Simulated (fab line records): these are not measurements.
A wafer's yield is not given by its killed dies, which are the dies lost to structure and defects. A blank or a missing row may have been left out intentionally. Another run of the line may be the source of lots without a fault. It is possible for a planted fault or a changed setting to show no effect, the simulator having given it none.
A struck lot beside a sound one ; flow gf180mcu ; 23 out of 602 route steps
Sound: the wafers L429.1, L429.2, L429.3. Struck: wafers L431.1, L431.4, L431.6. The cause is named last.
At each step with rows: each side's tool, then ch and its chambers, then its first start. Under that, the readings that differ: sound wafers ; struck wafers ; difference of the means ; sigmas: that difference in standard deviations of wafers without a fault.
alike: readings with means less than 2 such deviations apart, plus words and numbers identical on both sides. not compared: withheld readings, readings lacking a value on some wafer, bounds such as >300 that could conceal the same value, and numbers that have no deviation in the record and whose values overlap.
A row with sigmas, a row that says differs or no value, or rows on one side alone: a step with any of these is where the two part. Non-overlapping numbers with no deviation appear without sigmas and do not part them. A reading that every wafer of one side lacks parts them only if that side has two wafers or more.

first, 5 steps without rows for these wafers: GF_LVPWELL_COAT_02 (resist thk 3000 nm); GF_LVPWELL_SOFTBAKE_03; GF_LVPWELL_EXPOSE_04 (exposes mask LVPWELL, target cd 600 nm); GF_LVPWELL_PEB_05; GF_LVPWELL_DEVELOP_06 (develop time 60 s).
GF_LVPWELL_OVL_MEAS_07:
  sound: overlay-02 at day 4 19:28; struck: overlay-02 at day 5 02:07
  alike: LVPWELL_OVL
then, 2 steps without rows for these wafers: GF_LVPWELL_IMPLANT_08; GF_LVPWELL_IMPLANT_09.
GF_LVPWELL_STRIP_10: strips in O2/N2.
  sound on plasmaAsher-04 ch 0,1, day 4 19:47; struck on plasmaAsher-03 ch 0,1, day 5 02:27
  alike: drypumpMotorCurrentA, heaterPowerW, oesProductAu, stripTimeToEndpointS
  not compared: rfHoursCounterH
GF_LVPWELL_TW_MEAS_11:
  sound: filmMetro-03 at day 4 19:53; struck: filmMetro-04 at day 5 02:33
  alike: LVPWELL_TW
then, 2 steps without rows for these wafers: GF_MVSD_DEHYDRATE_00 (time 60 s); GF_MVSD_HMDS_01 (prime time 60 s).
GF_MVSD_COAT_02: resist thk 3000 nm.
  sound on lithoTrack-01 ch 0, day 5 02:55; struck on lithoTrack-01 ch 0, day 5 09:49
reading;sound;struck;difference;sigmas
model.coat_of_MVSD_COAT_02.thkNm (nm);2991 2990 2987;1562 1561 1559;-1429;
  alike: chillPlateTempC
then, 3 steps without rows for these wafers: GF_MVSD_SOFTBAKE_03; GF_MVSD_EXPOSE_04 (exposes mask MVSD, target cd 1000 nm); GF_MVSD_PEB_05.
GF_MVSD_DEVELOP_06: develop time 60 s.
  sound: lithoTrack-01 ch 0; struck: lithoTrack-01 ch 0
reading;sound;struck;difference;sigmas
model.coat_of_MVSD_COAT_02.thkNm (nm);2990 2989 2986;1561 1560 1558;-1429;
  alike: chillPlateTempC
GF_MVSD_OVL_MEAS_07:
  sound: overlay-02 at day 5 10:31; struck: overlay-01 at day 5 17:34
  alike: MVSD_OVL
then, 2 steps without rows for these wafers: GF_MVSD_IMPLANT_08; GF_MVSD_IMPLANT_09.
GF_MVSD_STRIP_10: strips in O2/N2.
  sound on plasmaAsher-02 ch 0,1, day 5 10:50; struck on plasmaAsher-02 ch 0,1, day 5 17:53
reading;sound;struck;difference;sigmas
oesProductAu (a.u.);0.729 0.732 0.726;0.717 0.713 0.714;-0.014;-3
stripTimeToEndpointS (s);36.84 36.85 36.79;20.20 20.18 20.16;-16.65;-99 or more
  alike: drypumpMotorCurrentA, heaterPowerW
  not compared: rfHoursCounterH
GF_MVSD_TW_MEAS_11:
  sound: filmMetro-01 at day 5 10:56; struck: filmMetro-01 at day 5 17:59
  alike: MVSD_TW
-- the record jumps here: 25 days lie between the struck wafers' starts before and after (it left off in module MVSD and takes up again in module PASSIVATION, whose first step shown is number 602 of the route) --
GF_PASSIVATION_PROBE_99:
  sound: prober-01 at day 30 07:04; struck: prober-01 at day 30 16:48
reading;sound;struck;difference;sigmas
model.etest.ldnmos_10p0.rOnOhmUm;3698 3701 3694;3639 3560 3615;-93;
model.etest.ldnmos_10p0.driveUaUm;533.1 528.2 528.7;557.4 552.5 551.2;+23.7;

WHERE THEY PART
Only at GF_MVSD_STRIP_10, as far as this record shows. Later steps at which nothing parts them and some readings are alike: GF_MVSD_TW_MEAS_11.

WHY: the cause the simulator had injected
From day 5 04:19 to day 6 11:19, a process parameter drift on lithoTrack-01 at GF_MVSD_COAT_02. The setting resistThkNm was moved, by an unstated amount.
